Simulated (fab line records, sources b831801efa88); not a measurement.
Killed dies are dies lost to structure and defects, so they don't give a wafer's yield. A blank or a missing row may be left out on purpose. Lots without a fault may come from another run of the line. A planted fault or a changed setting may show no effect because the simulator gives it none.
Which tool did it? | flow gf180mcu | 12 lots, 36 wafers sampled, at 4 steps of a route of 602

WHAT THE GAUGES READ, wafer by wafer
GF_V4_CD_MEAS_14: target cd 260 nm.
lot  | measured     | on        | cd_nm (nm)
L074 | day 24 17:31 | cd_sem-02 | 261.0 261.0 261.7
L077 | day 25 16:49 | cd_sem-01 | 259.5 258.6 258.4
L079 | day 26 00:55 | cd_sem-02 | 258.9 259.5 259.1
L081 | day 26 19:19 | cd_sem-01 | 259.2 261.0 259.2
L083 | day 27 06:40 | cd_sem-01 | 262.1 262.7 261.2
L085 | day 27 21:59 | cd_sem-01 | 258.3 260.2 260.2
L087 | day 28 09:31 | cd_sem-01 | 259.7 259.4 260.0
L089 | day 29 02:27 | cd_sem-01 | 258.8 260.5 260.5
L091 | day 29 18:08 | cd_sem-01 | 258.8 258.4 258.4
L093 | day 30 11:26 | cd_sem-02 | 258.6 260.4 259.8
L095 | day 30 18:10 | cd_sem-02 | 258.2 259.3 258.1
L097 | day 31 10:15 | cd_sem-01 | 262.6 262.4 261.2

WHICH TOOL RAN EACH LOT (tool, then ch and the chambers of the sampled wafers, then the start)
lot  | GF_V2_SPUTTER_22             | GF_V3_CVD_02                    | GF_V3_STRIP_18
L074 | pvd_sputter-04, day 20 17:07 | pecvd-01 ch 0,1,2, day 21 18:34 | plasma_asher-04 ch 0,1, day 22 17:52
L077 | pvd_sputter-01, day 21 17:56 | pecvd-01 ch 0,2, day 22 18:30   | plasma_asher-04 ch 0,1, day 23 17:58
L079 | pvd_sputter-03, day 22 01:56 | pecvd-02 ch 0,1, day 23 03:16   | plasma_asher-03 ch 1, day 24 02:54
L081 | pvd_sputter-04, day 22 22:50 | pecvd-02 ch 1,2, day 23 23:16   | plasma_asher-01 ch 0,1, day 24 21:46
L083 | pvd_sputter-03, day 23 14:07 | pecvd-02 ch 0,1,2, day 24 13:14 | plasma_asher-04 ch 0,1, day 25 11:04
L085 | pvd_sputter-03, day 24 05:24 | pecvd-01 ch 0,1,2, day 25 05:07 | plasma_asher-01 ch 0,1, day 26 02:49
L087 | pvd_sputter-04, day 24 17:32 | pecvd-03 ch 0,1, day 25 16:55   | plasma_asher-03 ch 1, day 26 14:37
L089 | pvd_sputter-01, day 25 15:47 | pecvd-03 ch 0,1,2, day 26 14:12 | plasma_asher-03 ch 0,1, day 27 10:37
L091 | pvd_sputter-03, day 26 02:29 | pecvd-01 ch 0,1,2, day 27 00:43 | plasma_asher-04 ch 0,1, day 27 21:41
L093 | pvd_sputter-03, day 26 22:20 | pecvd-02 ch 1,2, day 27 20:54   | plasma_asher-03 ch 0,1, day 28 21:50
L095 | pvd_sputter-04, day 27 11:34 | pecvd-01 ch 0,1,2, day 28 08:34 | plasma_asher-04 ch 0,1, day 29 02:54
L097 | pvd_sputter-03, day 27 23:19 | pecvd-03 ch 0,1,2, day 29 00:41 | plasma_asher-01 ch 0,1, day 29 19:33
- GF_V2_SPUTTER_22: material TiN, target thk 10 nm, time 40 s.
- GF_V3_CVD_02: deposits SiO2 from TEOS, target thk 850 nm, time 96.61 s.
- GF_V3_STRIP_18: strips in O2/N2.

THE ANSWER, worked out from the rows above alone
Rule: what is usual is taken from the lots themselves. Put in order of their means at a reading, lots are off if they are a third of the lots or fewer, leave a main group of 4 or more, and stand apart from it by a gap of 3 or more times the standard deviation of the main group's means; of several such gaps the widest counts. A main group whose means are all the same, to the digits that the tables above print for the reading, isn't used. A lot without any number at a reading at which 4 lots or more have one is off too. The other lots that the step has rows for count as sound.
No lot is off at any reading shown: from this, nothing can be told.

WHAT THE SIMULATOR HAD PUT IN
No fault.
